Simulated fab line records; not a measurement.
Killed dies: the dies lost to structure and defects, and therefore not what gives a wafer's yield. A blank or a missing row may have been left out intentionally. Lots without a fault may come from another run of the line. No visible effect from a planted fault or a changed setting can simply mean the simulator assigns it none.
2 desks looking at one fault :: flow sky130 :: numbers are kept per desk, each desk with only its own; the story behind them comes last

== FOR THE TOOL OWNER'S DESK: plasmaAsher-02 ==
The tool's own readings at SKY_CAPM_STRIP_14 (strips in O2/N2): means of the sampled wafers that have a number, for each lot that ran on this tool. If a lot's mean is further than 4 standard deviations from the usual mean, the lot is out of limits and carries the mark OUT (the distance appears in the brackets).
Columns: A = chamberPressureMTorr at SKY_CAPM_STRIP_14, usual 1499.9 mTorr; B = drypumpMotorCurrentA at SKY_CAPM_STRIP_14, usual 5.52 A; C = oesProductAu at SKY_CAPM_STRIP_14, usual 0.710 a.u.; D = stripTimeToEndpointS at SKY_CAPM_STRIP_14, usual 12.65 s
lot: L644
first seen here: day 38 06:31
A: 1501.0
B: 5.56
C: 0.711
D: 12.71

lot: L646
first seen here: day 38 22:36
A: 1499.3
B: 5.55
C: 0.712
D: 12.63

lot: L648
first seen here: day 39 14:20
A: 1499.9
B: 5.51
C: 0.713
D: 12.65

lot: L652
first seen here: day 40 19:12
A: 1499.8
B: 5.54
C: 0.712
D: 12.68

lot: L654
first seen here: day 41 11:29
A: 1499.5
B: 5.55
C: 0.710
D: 12.60

lot: L655
first seen here: day 41 16:12
A: 1499.9
B: 5.54
C: 0.708
D: 12.65

lot: L657
first seen here: day 42 10:00
A: 1500.0
B: 5.56
C: 0.703
D: 12.58
Finding of this desk: none of the 7 lots has anything out of limits.

== METROLOGY DESK ==
What the gauges read, lot by lot, whatever tool the lot ran on: means of the sampled wafers that have a number. If a lot's mean is further than 4 standard deviations from the usual mean, the lot is out of limits and carries the mark OUT (the distance appears in the brackets).
Columns: A = VIA4_OVL at SKY_VIA4_OVL_MEAS_11, usual -0.7 nm
lot: L643
first seen here: day 43 04:21
A: -1.2

lot: L644
first seen here: day 43 13:46
A: 1.4

lot: L645
first seen here: day 44 00:32
A: -1.7

lot: L646
first seen here: day 44 04:23
A: -1.0

lot: L648
first seen here: day 44 17:50
A: -1.9

lot: L650
first seen here: day 45 10:53
A: -1.4

lot: L652
first seen here: day 45 20:29
A: -0.8

lot: L653
first seen here: day 46 03:20
A: -2.7

lot: L654
first seen here: day 46 10:05
A: -0.7

lot: L655
first seen here: day 46 14:44
A: -1.5

lot: L657
first seen here: day 47 03:47
A: -1.6
Finding of this desk: none of the 11 lots has anything out of limits.

== ALL TOGETHER ==
The tool owner's desk saw nothing out of limits.
Nothing out of limits was seen by the metrology desk.

== WHAT HAD BEEN PUT IN BY THE SIMULATOR ==
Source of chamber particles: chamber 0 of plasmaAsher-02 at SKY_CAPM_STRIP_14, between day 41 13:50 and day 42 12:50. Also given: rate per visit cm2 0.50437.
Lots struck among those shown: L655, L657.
